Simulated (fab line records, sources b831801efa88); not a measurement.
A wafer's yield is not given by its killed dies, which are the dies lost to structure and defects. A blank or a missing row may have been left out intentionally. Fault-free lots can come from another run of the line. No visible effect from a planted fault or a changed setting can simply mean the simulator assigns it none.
The tool behind it: which one? | flow gf180mcu | 6 lots with 18 wafers sampled at 3 steps, on a route of 602 steps

WHAT THE GAUGES SHOWED, per wafer
GF_LVPWELL_TW_MEAS_11.
lot  | measured    | on            | LVPWELL_TW
L548 | day 4 02:44 | film-metro-01 | 558 555 555
L550 | day 4 14:47 | film-metro-01 | 552 555 555
L554 | day 5 14:10 | film-metro-02 | 563 561 563
L558 | day 6 12:13 | film-metro-02 | 564 564 563
L565 | day 8 02:13 | film-metro-04 | 567 564 566
L567 | day 8 15:49 | film-metro-04 | 566 569 569

WHAT TOOL EACH LOT RAN ON (gives the tool, then ch and the chambers of the sampled wafers, and finally the start)
lot  | GF_STI_CMP_25                | GF_NWELL_IMPLANT_08
L548 | cmp-01 ch 0,2, day 2 08:49   | implanter-04 ch 0, day 3 12:51
L550 | cmp-01 ch 0,1,2, day 2 19:15 | implanter-01 ch 0, day 4 00:26
L554 | cmp-01 ch 0,1,3, day 3 16:38 | implanter-02 ch 0, day 4 22:46
L558 | cmp-02 ch 0,1,2, day 4 12:26 | implanter-04 ch 0, day 5 20:44
L565 | cmp-02 ch 1,2,3, day 6 01:17 | implanter-04 ch 0, day 7 10:01
L567 | cmp-01 ch 0,1, day 6 11:44   | implanter-04 ch 0, day 7 22:01
- GF_STI_CMP_25: polishes, stops on Si3N4, t overpolish 33 s, target thk 524.6 nm.
- GF_NWELL_IMPLANT_08

THE ANSWER, worked out from the rows above alone
Rule: the lots themselves supply what counts as usual. The widest of any qualifying gaps counts: lots, ordered by their means at a reading, are off when they make up no more than a third of the lots, leave a main group of 4 or more, and stand apart from it by 3 or more times the standard deviation of that group's means. The tables above print the reading to a certain number of digits; a main group whose means all agree to those digits is not used. A lot without any number at a reading at which 4 lots or more have one is off too. Where the step has rows for the other lots, those lots are counted as sound.
None of the lots is off at any reading shown; this tells nothing.

WHAT HAD BEEN PUT IN BY THE SIMULATOR
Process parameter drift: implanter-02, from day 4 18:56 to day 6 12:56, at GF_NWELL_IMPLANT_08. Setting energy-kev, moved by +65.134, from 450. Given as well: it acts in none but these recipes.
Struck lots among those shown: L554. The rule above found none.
